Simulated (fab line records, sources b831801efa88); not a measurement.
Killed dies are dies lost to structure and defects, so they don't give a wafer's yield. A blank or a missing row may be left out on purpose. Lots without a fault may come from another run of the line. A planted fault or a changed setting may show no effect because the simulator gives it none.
Which tool did it? | flow gf180mcu | 6 lots, 18 wafers sampled, at 3 steps of a route of 602

WHAT THE GAUGES READ, wafer by wafer
GF_V2_RS_MEAS_24: measures by four-point-probe.
lot  | measured     | on            | V2_W_RS (ohm/sq)
L558 | day 21 11:45 | film_metro-03 | 0.328 0.323 0.328
L560 | day 22 01:16 | film_metro-03 | 0.327 0.322 0.326
L563 | day 23 05:45 | film_metro-03 | 0.296 0.297 0.292
L573 | day 26 10:49 | film_metro-03 | 0.321 0.324 0.324
L575 | day 27 01:59 | film_metro-01 | 0.322 0.326 0.324
L579 | day 28 05:34 | film_metro-01 | 0.327 0.326 0.327

WHICH TOOL RAN EACH LOT (tool, then ch and the chambers of the sampled wafers, then the start)
lot  | GF_V2_SPUTTER_22             | GF_V2_CVD_23
L558 | pvd_sputter-02, day 21 11:35 | cvd_w-01 ch 0,1, day 21 11:37
L560 | pvd_sputter-02, day 22 01:04 | cvd_w-01 ch 0,1, day 22 01:08
L563 | pvd_sputter-03, day 23 05:36 | cvd_w-01 ch 0,1, day 23 05:38
L573 | pvd_sputter-03, day 26 10:40 | cvd_w-01 ch 0,1, day 26 10:42
L575 | pvd_sputter-01, day 27 01:50 | cvd_w-01 ch 0,1, day 27 01:53
L579 | pvd_sputter-01, day 28 05:22 | cvd_w-01 ch 0,1, day 28 05:26
- GF_V2_SPUTTER_22: material TiN, target thk 10 nm, time 40 s.
- GF_V2_CVD_23: deposits W, target thk 350 nm, time 104.94 s.

THE ANSWER, worked out from the rows above alone
Rule: what is usual is taken from the lots themselves. Put in order of their means at a reading, lots are off if they are a third of the lots or fewer, leave a main group of 4 or more, and stand apart from it by a gap of 3 or more times the standard deviation of the main group's means; of several such gaps the widest counts. A main group whose means are all the same, to the digits that the tables above print for the reading, isn't used. A lot without any number at a reading at which 4 lots or more have one is off too. The other lots that the step has rows for count as sound.
Off: L563, at GF_V2_RS_MEAS_24 (V2_W_RS). The main group: mean 0.325 ohm/sq, standard deviation 0.0014.
A tool fits if, at a process step before that reading, it ran every lot that is off, and no sound lot after the first of them. The gauges at GF_V2_RS_MEAS_24 are tried like those tools. None of those tried fits.

WHAT THE SIMULATOR HAD PUT IN
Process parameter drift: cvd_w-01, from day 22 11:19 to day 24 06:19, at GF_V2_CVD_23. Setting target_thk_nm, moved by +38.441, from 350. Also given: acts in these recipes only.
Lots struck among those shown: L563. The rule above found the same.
